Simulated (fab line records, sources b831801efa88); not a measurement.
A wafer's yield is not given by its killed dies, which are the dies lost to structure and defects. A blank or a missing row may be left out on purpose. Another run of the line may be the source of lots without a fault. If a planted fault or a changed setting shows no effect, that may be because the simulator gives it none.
Which of the tools did it? -- flow gf180mcu -- Sampling: 14 lots, 42 wafers, 6 of 602 route steps

## WHAT THE GAUGES SHOWED, per wafer
GF_MVSD_TW_MEAS_11. Usual: MVSD_TW typically reads 1584, with standard deviation 13.
lot,measured,on,MVSD_TW,flag
L640,day 4 12:35,filmMetro-03,1579 1576 1580,
L641,day 4 19:08,filmMetro-03,1582 1581 1571,
L642,day 4 23:23,filmMetro-01,1597 1591 1603,
L643,day 5 06:57,filmMetro-01,1601 1596 1597,
L644,day 5 13:10,filmMetro-03,1595 1598 1596,
L645,day 5 15:58,filmMetro-01,1602 1597 1599,
L646,day 5 19:05,filmMetro-03,1595 1598 1600,
L647,day 6 02:17,filmMetro-01,1600 1591 1599,
L648,day 6 09:04,filmMetro-02,1570 1572 1578,
L649,day 6 12:23,filmMetro-02,1574 1576 1570,
L650,day 6 23:08,filmMetro-01,1587 1598 1598,
L656,day 8 13:46,filmMetro-01,1594 1594 1607,
L657,day 8 23:35,filmMetro-02,1563 1570 1571,
L658,day 9 00:56,filmMetro-02,1567 1575 1570,

GF_HV_LDD_TW_MEAS_11. Usual: HV_LDD_TW typically reads 2420, with standard deviation 21.
lot,measured,on,HV_LDD_TW,flag
L640,day 10 00:59,filmMetro-03,2419 2418 2418,
L641,day 10 08:16,filmMetro-03,2436 2425 2447,
L642,day 10 14:22,filmMetro-02,2365 2386 2392,
L643,day 11 00:37,filmMetro-03,2443 2425 2428,
L644,day 11 07:44,filmMetro-03,2444 2431 2442,
L645,day 11 13:53,filmMetro-01,2447 2447 2435,
L646,day 11 18:42,filmMetro-03,2432 2441 2427,
L647,day 12 01:37,filmMetro-02,2389 2392 2384,
L648,day 12 11:34,filmMetro-02,2375 2386 2393,
L649,day 12 17:05,filmMetro-03,2438 2443 2442,
L650,day 13 05:10,filmMetro-02,2407 2405 2402,
L656,day 15 09:25,filmMetro-02,1870 1880 1867 1878 1878 1870,OFF
L657,day 15 23:34,filmMetro-03,1906 1906 1905 1900 1909 1902,OFF
L658,day 15 21:41,filmMetro-03,1903 1907 1899 1904 1899 1900,OFF

GF_HV_LDD_RS_MEAS_53: measurement is done with a four-point probe. Usual: HV_LDD_RS typically reads 419.4 ohm/sq, with standard deviation 0.9.
lot,measured,on,HV_LDD_RS (ohm/sq),flag
L640,day 12 10:14,filmMetro-02,419.8 419.9 420.8,
L641,day 12 17:44,filmMetro-01,420.0 418.6 418.9,
L642,day 13 00:19,filmMetro-03,420.8 419.6 419.1,
L643,day 13 11:41,filmMetro-02,420.6 420.0 420.1,
L644,day 13 19:46,filmMetro-02,419.7 419.8 419.9,
L645,day 14 02:07,filmMetro-02,420.5 421.0 419.8,
L646,day 14 07:17,filmMetro-01,420.2 419.2 419.1,
L647,day 14 16:00,filmMetro-02,420.1 418.8 419.8,
L648,day 15 01:47,filmMetro-03,417.9 417.7 416.5,
L649,day 15 08:37,filmMetro-03,417.6 418.0 417.2,
L650,day 15 21:50,filmMetro-03,418.2 418.0 417.9,
L656,day 18 06:37,filmMetro-01,359.2 359.2 358.7 358.2 359.4 358.7,OFF
L657,day 18 22:20,filmMetro-02,358.8 359.3 358.9 359.3 359.0 359.8,OFF
L658,day 18 20:10,filmMetro-02,359.5 360.4 358.8 359.3 359.1 358.6,OFF

GF_NSD_TW_MEAS_12. Usual: NSD_TW typically reads 4244, with standard deviation 30.
lot,measured,on,NSD_TW,flag
L640,day 13 08:49,filmMetro-04,4235 4244 4213,
L641,day 13 16:51,filmMetro-01,4272 4287 4283,
L642,day 14 00:19,filmMetro-01,4229 4228 4255,
L643,day 14 10:49,filmMetro-04,4243 4261 4254,
L644,day 14 19:07,filmMetro-04,4259 4256 4267,
L645,day 15 02:21,filmMetro-01,4240 4252 4254,
L646,day 15 08:22,filmMetro-01,4238 4261 4284,
L647,day 15 16:52,filmMetro-01,4255 4238 4246,
L648,day 16 02:31,filmMetro-04,4199 4212 4200,
L649,day 16 10:04,filmMetro-04,4171 4184 4167,
L650,day 17 00:24,filmMetro-01,4260 4296 4269,

## WHAT TOOL EACH LOT RAN ON (gives the tool, then ch and the chambers of the sampled wafers, and finally the start)
lot,GF_HV_LDD_IMPLANT_09,GF_HV_LDD_RTA_52
L640,"implanter-03 ch 0, day 10 00:46","rtpAnneal-01 ch 0, day 12 10:08"
L641,"implanter-03 ch 0, day 10 08:01","rtpAnneal-02 ch 0, day 12 17:40"
L642,"implanter-03 ch 0, day 10 14:07","rtpAnneal-02 ch 0, day 13 00:15"
L643,"implanter-03 ch 0, day 11 00:23","rtpAnneal-02 ch 0, day 13 11:37"
L644,"implanter-02 ch 0, day 11 07:29","rtpAnneal-02 ch 0, day 13 19:42"
L645,"implanter-03 ch 0, day 11 13:38","rtpAnneal-02 ch 0, day 14 02:03"
L646,"implanter-03 ch 0, day 11 18:28","rtpAnneal-01 ch 0, day 14 07:13"
L647,"implanter-03 ch 0, day 12 01:22","rtpAnneal-02 ch 0, day 14 15:52"
L648,"implanter-02 ch 0, day 12 11:19","rtpAnneal-02 ch 0, day 15 01:43"
L649,"implanter-02 ch 0, day 12 16:52","rtpAnneal-02 ch 0, day 15 08:31"
L650,"implanter-03 ch 0, day 13 04:55","rtpAnneal-01 ch 0, day 15 21:46"
L656,"implanter-03 ch 0, day 15 09:10","rtpAnneal-01 ch 0, day 18 06:33"
L657,"implanter-02 ch 0, day 15 23:20","rtpAnneal-02 ch 0, day 18 22:16"
L658,"implanter-03 ch 0, day 15 21:26","rtpAnneal-02 ch 0, day 18 20:06"
- GF_HV_LDD_IMPLANT_09
- GF_HV_LDD_RTA_52: time 10 s.

## WHAT THE TOOLS THEMSELVES READ (means of the sampled wafers that have a number; where no wafer has one, the mark that the record gives instead)
GF_HV_LDD_RTA_52. Usual: lampPowerPct 35.4 %, standard deviation 1.4; wafer_temp_C_max 1004.1, standard deviation 1.
lot,tool,lampPowerPct (%),wafer_temp_C_max,flag
L640,rtpAnneal-01,33.6,1003.1,
L641,rtpAnneal-02,36.5,1004.6,
L642,rtpAnneal-02,36.5,1005.0,
L643,rtpAnneal-02,36.5,1003.7,
L644,rtpAnneal-02,36.4,1004.1,
L645,rtpAnneal-02,36.5,1003.8,
L646,rtpAnneal-01,33.6,1003.4,
L647,rtpAnneal-02,36.5,1006.1,
L648,rtpAnneal-02,36.5,1003.9,
L649,rtpAnneal-02,36.5,1003.8,
L650,rtpAnneal-01,33.6,1002.7,
L656,rtpAnneal-01,33.7,1004.1,
L657,rtpAnneal-02,36.5,1004.4,
L658,rtpAnneal-02,36.4,1004.5,

## THE ANSWER, worked out from the rows above alone
Rule: a lot is off if the mean of its wafers that have a number lies more than 3 standard deviations from the usual mean. A lot without any number at a reading at which 4 lots or more have one is off too. The other lots that the step has rows for count as sound. First the gauges in route order, then the tools' own readings, where a lot's mean is used as printed above. At the first step where some lot is off, the reading lying furthest off is the one used; lots without a number count as furthest.
Off: at GF_HV_LDD_TW_MEAS_11 (HV_LDD_TW), L656, L657, L658.
If a tool, at a process step before that reading, ran all the lots that are off and no sound lot after the first of them, it fits. Gauges at GF_HV_LDD_TW_MEAS_11: tried the same way as those tools. Of those tried, none fits.

## WHAT THE SIMULATOR HAD PUT IN
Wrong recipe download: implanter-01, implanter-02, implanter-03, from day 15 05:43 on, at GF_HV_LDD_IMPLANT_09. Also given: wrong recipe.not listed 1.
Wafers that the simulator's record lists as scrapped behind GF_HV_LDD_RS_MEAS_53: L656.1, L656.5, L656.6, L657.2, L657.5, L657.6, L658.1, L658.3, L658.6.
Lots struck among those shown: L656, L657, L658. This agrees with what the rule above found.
